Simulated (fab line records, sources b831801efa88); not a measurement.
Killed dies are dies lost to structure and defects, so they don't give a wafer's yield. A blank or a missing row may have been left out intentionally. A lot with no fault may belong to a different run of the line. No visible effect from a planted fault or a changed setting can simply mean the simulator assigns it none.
fab line records    flow sky130
record: lots: 11  wafers: 33  last-day: 52
route steps=708 shown METAL3@536 VIA3@573 PAD_OPEN@708
lots that met no fault: from a run of the same line without faults
start-h: the number of hours between the record's first day and the start of the first shown wafer of the lot    wait-h: how many hours have passed since the lot's step before this one    " same as the row above    L1.1+2: a row that stands for several wafers    - either no value or no given start    * or withheld: withheld    < > ~ a bound
route shown NAME@n: NAME is a module with steps in the file, n the number in the route of the first one    usual: average and standard deviation across the fault-free wafers    same: alike in all rows    chamber/n: place in a boat    sites: the reading at each site    _std_site: the standard deviation of these    _edge_site: the outer-site mean with the inner-site mean subtracted    radius-mm: for every site, how far away it sits from the centre of the wafer    mask NAME#n: copy n    behind: tool/chamber where the wafer was last shaped    hold: the reason the lot was held/the length of the hold in hours/how it ended    device: names the non-switching transistor (n, p or np)    end of line: tests of these same wafers at the route's end    for a step that has no rows: nothing shown but its recipe    killed: at the first sort, the dies lost to defects and structure; wafer yield is something else    map: the dies of a wafer, with x for killed, . for not killed, _ for no die there
set.NAME: the setting as run; set.NAME@STEP: as run at that earlier step    model.NAME: the simulator's own value behind a step, which no gauge read
one table for each step of the route and one row for each wafer, over a sample of lots
services: from which hour (start-h, from the record's first day; less than 0 if before it) a tool's chamber was out of use, for how many hours, and why
== steps ==
step: SKY_METAL3_SPUTTER_04
recipe: material: TiN  target-thk-nm: 70  power-w: 6500  time-s: 58.3  chamber-pressure-pa: 0.4
usual: throttle-valve-pct: 29.4/0.86
lot.wafer  tool            chamber  start-h  wait-h  throttle-valve-pct
L456.1     pvd-sputter-01  -        894.50   0.0     29.2
L456.4     "               -        "        "       28.1
L456.5     "               -        "        "       29.1
L464.2     pvd-sputter-02  -        913.17   0.0     30.8
L464.4     "               -        "        "       28.4
L464.6     "               -        "        "       29.8
L465.1     pvd-sputter-03  -        915.83   0.0     30.6
L465.3     "               -        "        "       29.4
L465.5     "               -        "        "       29.0
L468.3     pvd-sputter-02  -        919.64   0.0     30.3
L468.5     "               -        "        "       29.9
L468.6     "               -        "        "       30.1
L467.2     pvd-sputter-03  -        920.41   0.0     28.3
L467.4     "               -        "        "       30.4
L467.6     "               -        "        "       30.1
L469.2     pvd-sputter-02  -        1038.46  0.0     29.8
L469.4     "               -        "        "       30.8
L469.5     "               -        "        "       28.5
L471.1     pvd-sputter-02  -        1055.82  0.0     30.3
L471.3     "               -        "        "       28.4
L471.4     "               -        "        "       30.5
L476.4     pvd-sputter-01  -        1057.35  0.0     28.8
L476.5     "               -        "        "       28.3
L476.6     "               -        "        "       29.0
L478.1     pvd-sputter-02  -        1059.88  0.0     28.6
L478.3     "               -        "        "       30.2
L478.4     "               -        "        "       30.7
L477.1     pvd-sputter-03  -        1060.78  0.0     28.3
L477.2     "               -        "        "       29.9
L477.4     "               -        "        "       29.1
L474.1     pvd-sputter-03  -        1061.48  0.0     29.2
L474.3     "               -        "        "       30.2
L474.5     "               -        "        "       28.1
step: SKY_METAL3_CD_MEAS_13
recipe: target-cd-nm: 300
usual: cd-nm: 300.9/1.4
lot.wafer  tool       chamber  start-h  wait-h  cd-nm
L456.1     cd-sem-02  -        946.45   -       299.4
L456.4     "          -        "        "       299.4
L456.5     "          -        "        "       300.8
L464.2     cd-sem-01  -        964.57   -       298.5
L464.4     "          -        "        "       299.2
L464.6     "          -        "        "       297.7
L465.1     cd-sem-01  -        966.40   -       299.3
L465.3     "          -        "        "       300.9
L465.5     "          -        "        "       299.4
L468.3     cd-sem-02  -        972.09   -       300.9
L468.5     "          -        "        "       302.0
L468.6     "          -        "        "       302.7
L467.2     cd-sem-02  -        972.77   -       304.0
L467.4     "          -        "        "       301.2
L467.6     "          -        "        "       303.7
L469.2     cd-sem-02  -        1085.34  -       302.7
L469.4     "          -        "        "       300.9
L469.5     "          -        "        "       301.6
L471.1     cd-sem-02  -        1100.96  -       301.9
L471.3     "          -        "        "       301.3
L471.4     "          -        "        "       300.9
L476.4     cd-sem-02  -        1101.50  -       300.5
L476.5     "          -        "        "       301.1
L476.6     "          -        "        "       301.3
L478.1     cd-sem-01  -        1103.97  -       299.3
L478.3     "          -        "        "       300.4
L478.4     "          -        "        "       298.9
L477.1     cd-sem-02  -        1104.45  -       299.2
L477.2     "          -        "        "       299.5
L477.4     "          -        "        "       299.7
L474.1     cd-sem-01  -        1105.25  -       301.9
L474.3     "          -        "        "       302.1
L474.5     "          -        "        "       300.7
step: SKY_VIA3_HDPCVD_00
recipe: material: SiO2  target-thk-nm: 1635  sigma-open-frac: 0.3  time-s: 272.5  temp-c: 400  sih4-flow-sccm: 60  pressure-mtorr: 6
usual: run-length-s: 300.1/0.45
lot.wafer  tool       chamber  start-h  wait-h  run-length-s
L456.1     hdpcvd-02  0        947.53   0.0     300.0
L456.4     "          2        "        "       300.0
L456.5     "          1        "        "       300.5
L464.2     hdpcvd-02  1        965.62   0.0     300.6
L464.4     "          2        "        "       300.5
L464.6     "          0        "        "       299.8
L465.1     hdpcvd-01  0        967.47   0.0     300.1
L465.3     "          1        "        "       300.3
L465.5     "          2        "        "       299.6
L468.3     hdpcvd-02  2        973.12   0.0     279.1
L468.5     "          0        "        "       300.1
L468.6     "          1        "        "       278.8
L467.2     hdpcvd-02  2        973.82   0.0     299.8
L467.4     "          2        "        "       300.1
L467.6     "          1        "        "       279.5
L469.2     hdpcvd-02  2        1086.41  0.0     299.8
L469.4     "          2        "        "       299.8
L469.5     "          0        "        "       299.8
L471.1     hdpcvd-02  2        1102.09  0.0     299.8
L471.3     "          0        "        "       300.5
L471.4     "          0        "        "       299.8
L476.4     hdpcvd-02  1        1102.60  0.1     300.9
L476.5     "          2        "        "       300.0
L476.6     "          0        "        "       299.8
L478.1     hdpcvd-02  2        1105.04  0.0     299.7
L478.3     "          1        "        "       301.4
L478.4     "          2        "        "       299.6
L477.1     hdpcvd-02  1        1105.52  0.0     300.4
L477.2     "          2        "        "       300.2
L477.4     "          2        "        "       300.0
L474.1     hdpcvd-01  2        1106.32  0.0     299.5
L474.3     "          1        "        "       300.2
L474.5     "          2        "        "       299.9
step: SKY_VIA3_THK_MEAS_01
recipe: reads: SiO2_of_VIA3_HDPCVD_00
usual: VIA3_HDPCVD_THK: 1636/20
lot.wafer  tool           chamber  start-h  wait-h  VIA3_HDPCVD_THK[nm]
L456.1     film-metro-02  -        947.69   0.1     1651
L456.4     "              -        "        "       1644
L456.5     "              -        "        "       1671
L464.2     film-metro-03  -        965.80   0.1     1631
L464.4     "              -        "        "       1645
L464.6     "              -        "        "       1675
L465.1     film-metro-03  -        967.64   0.1     1609
L465.3     "              -        "        "       1609
L465.5     "              -        "        "       1645
L468.3     film-metro-02  -        973.31   0.1     1500
L468.5     "              -        "        "       1637
L468.6     "              -        "        "       1467
L467.2     film-metro-04  -        974.00   0.1     1638
L467.4     "              -        "        "       1630
L467.6     "              -        "        "       1493
L469.2     film-metro-04  -        1086.59  0.1     1614
L469.4     "              -        "        "       1627
L469.5     "              -        "        "       1642
L471.1     film-metro-03  -        1102.26  0.1     1639
L471.3     "              -        "        "       1660
L471.4     "              -        "        "       1654
L476.4     film-metro-04  -        1102.71  0.0     1625
L476.5     "              -        "        "       1625
L476.6     "              -        "        "       1645
L478.1     film-metro-02  -        1105.21  0.1     1628
L478.3     "              -        "        "       1602
L478.4     "              -        "        "       1629
L477.1     film-metro-03  -        1105.69  0.1     1652
L477.2     "              -        "        "       1621
L477.4     "              -        "        "       1649
L474.1     film-metro-04  -        1106.49  0.1     1628
L474.3     "              -        "        "       1637
L474.5     "              -        "        "       1627
step: SKY_VIA3_ETCH_14
recipe: chemistry: N2/H2  target: BARC  ion-energy-ev: 200  source-w: 500  bias-w: 100  pressure-mtorr: 30  n2-flow-sccm: 100  h2-flow-sccm: 200  stop-on: SiO2  time-s: 45.9  target-depth-a: 600
usual: drypump-motor-current-A: 5.9/0.63  oes-product-au: 0.854/0.0047  throttle-valve-pct: 13.226/0.0088
lot.wafer  tool         chamber  start-h  wait-h  drypump-motor-current-A  oes-product-au  rf-hours-counter-h  throttle-valve-pct
L456.1     rie-diel-04  0        973.83   0.0     5.7                      0.850           2                   13.216
L456.4     "            1        "        "       6.7                      0.861           11                  13.234
L456.5     "            1        "        "       6.7                      0.856           -                   13.228
L464.2     rie-diel-01  1        991.28   0.0     5.9                      0.855           27                  13.227
L464.4     "            0        "        "       5.2                      0.847           17                  13.220
L464.6     "            0        "        "       5.2                      0.850           -                   13.229
L465.1     rie-diel-04  2        993.53   0.0     6.6                      0.864           4                   13.224
L465.3     "            1        "        "       6.7                      0.857           12                  13.229
L465.5     "            1        "        "       6.7                      0.855           -                   13.239
L468.3     rie-diel-03  0        999.88   0.0     5.3                      0.858           4                   13.228
L468.5     "            1        "        "       6.5                      0.851           -                   13.231
L468.6     "            2        "        "       4.9                      0.859           -                   13.236
L467.2     rie-diel-01  3        1000.42  0.0     5.0                      0.851           13                  13.220
L467.4     "            2        "        "       5.5                      0.848           22                  13.237
L467.6     "            0        "        "       5.2                      0.850           -                   13.209
L469.2     rie-diel-01  2        1108.70  0.0     5.5                      0.859           26                  13.231
L469.4     "            1        "        "       5.8                      0.858           1                   13.211
L469.5     "            3        "        "       5.0                      0.855           -                   13.238
L471.1     rie-diel-03  2        1125.35  0.0     4.9                      0.847           17                  13.224
L471.3     "            1        "        "       6.4                      0.856           22                  13.216
L471.4     "            0        "        "       5.3                      0.851           8                   13.231
L476.4     rie-diel-01  0        1125.93  0.0     5.2                      0.855           22                  13.221
L476.5     "            3        "        "       5.0                      0.860           -                   13.213
L476.6     "            2        "        "       5.5                      0.854           -                   13.217
L478.1     rie-diel-03  2        1127.92  0.0     4.9                      0.850           18                  13.206
L478.3     "            1        "        "       6.5                      0.850           22                  13.230
L478.4     "            0        "        "       5.3                      0.849           8                   13.230
L477.1     rie-diel-04  0        1128.33  0.0     5.7                      0.850           7                   13.239
L477.2     "            3        "        "       6.1                      0.854           16                  13.213
L477.4     "            1        "        "       6.7                      0.853           17                  13.230
L474.1     rie-diel-03  3        1128.48  0.0     6.3                      0.846           1                   13.237
L474.3     "            2        "        "       4.9                      0.853           18                  13.223
L474.5     "            0        "        "       5.3                      0.861           -                   13.229
step: SKY_PAD_OPEN_PROBE_99
usual: defect-limited-yield: 82.5/1.8  killed_at_M0_to_M3: 45/6.3  killed_at_M4_up: 2.8/1.6  killed-at-contacts: 24/5.1  killed-at-front-end: 14/4.4  killed-at-other: 0.4/0.73  killed-dies: 86/9  killed-open: 47/7.8  killed-short: 39/6.6  sort_bin_3_pad_short: 0.8/0.42  sort_bin_5_function: 10.3/1.4  sort_bin_6_memory: 6.3/1.2  sort-n-pass: 406/9  sort-yield-pct: 82.5/1.8
same: gross-dies: 492  killed-at-back-side: 0  sort_bin_4_leakage[%]: 0  sort_bin_8_speed[%]: 0
lot.wafer  tool       chamber  start-h  wait-h  defect-limited-yield[%]  killed_at_M0_to_M3  killed_at_M4_up  killed-at-contacts  killed-at-front-end  killed-at-other  killed-dies  killed-open  killed-short  sort_bin_3_pad_short[%]  sort_bin_5_function[%]  sort_bin_6_memory[%]  sort-n-pass  sort-yield-pct[%]
L465.3     prober-02  -        1140.13  0.2     85.4                     34                  1                28                  9                    0                72           44           28            0.8                      8.3                     5.5                   420          85.4
killed by level:class
L465.3 CONTACT:geometric-particle:open=10 VIA1:geometric-particle:open=10 LI_CONTACT:geometric-particle:open=7 CONTACT:geometric-particle:short=6 METAL1:geometric-particle:short=6 FIELD_ISO:geometric-particle:open=5 VIA2:geometric-particle:open=4 VIA1:geometric-particle:short=4
== services ==
tool            chamber  start-h  hours  kind
hdpcvd-02       -        905.91   3.2    repair
rie-diel-01     3        913.95   52.3   repair
rie-diel-01     2        918.30   4.0    repair
hdpcvd-02       1        926.74   3.7    repair
pvd-sputter-02  -        937.61   0.6    repair
hdpcvd-02       -        950.29   15.0   pm
hdpcvd-02       0        950.29   15.0   vent-cycle
hdpcvd-02       1        950.29   15.0   vent-cycle
hdpcvd-02       2        950.29   15.0   vent-cycle
rie-diel-04     -        956.41   1.5    repair
rie-diel-03     1        957.67   6.3    repair
hdpcvd-02       0        965.29   -      clean
pvd-sputter-02  -        980.89   4.8    repair
rie-diel-04     3        985.74   3.2    repair
pvd-sputter-01  -        990.40   2.7    repair
rie-diel-03     2        1002.02  9.2    repair
rie-diel-01     1        1004.00  16.7   repair
hdpcvd-01       -        1005.28  0.8    repair
pvd-sputter-02  -        1016.92  1.2    repair
pvd-sputter-03  -        1033.16  2.4    repair
rie-diel-01     -        1070.12  2.8    pm
hdpcvd-01       -        1082.92  4.3    pm
pvd-sputter-03  -        1102.28  3.6    repair
rie-diel-01     2        1104.72  2.4    repair
== key ==
first-sign: step: SKY_VIA3_HDPCVD_00  reading: run-length-s  direction: down  sigmas: 47  usual: *  struck: *
effect: step: SKY_VIA3_THK_MEAS_01  reading: VIA3_HDPCVD_THK  direction: down  sigmas: 7.6  usual: 1636  struck: 1487
met-at SKY_VIA3_HDPCVD_00
struck-lots L467,L468
struck-wafers L467.6,L468.3,L468.6
not-acting-at SKY_METAL3_SPUTTER_04,SKY_METAL3_CD_MEAS_13,SKY_VIA3_ETCH_14
onset-between 965.62 973.12
fault: kind: process-parameter-drift  tool: hdpcvd-02  chamber: -  onset-h: 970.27  steps: SKY_VIA3_HDPCVD_00  channel: time-s  offset: *  shape: step  end-h: 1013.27  scope: struck-wafers-only  acts-in: *  stated: *
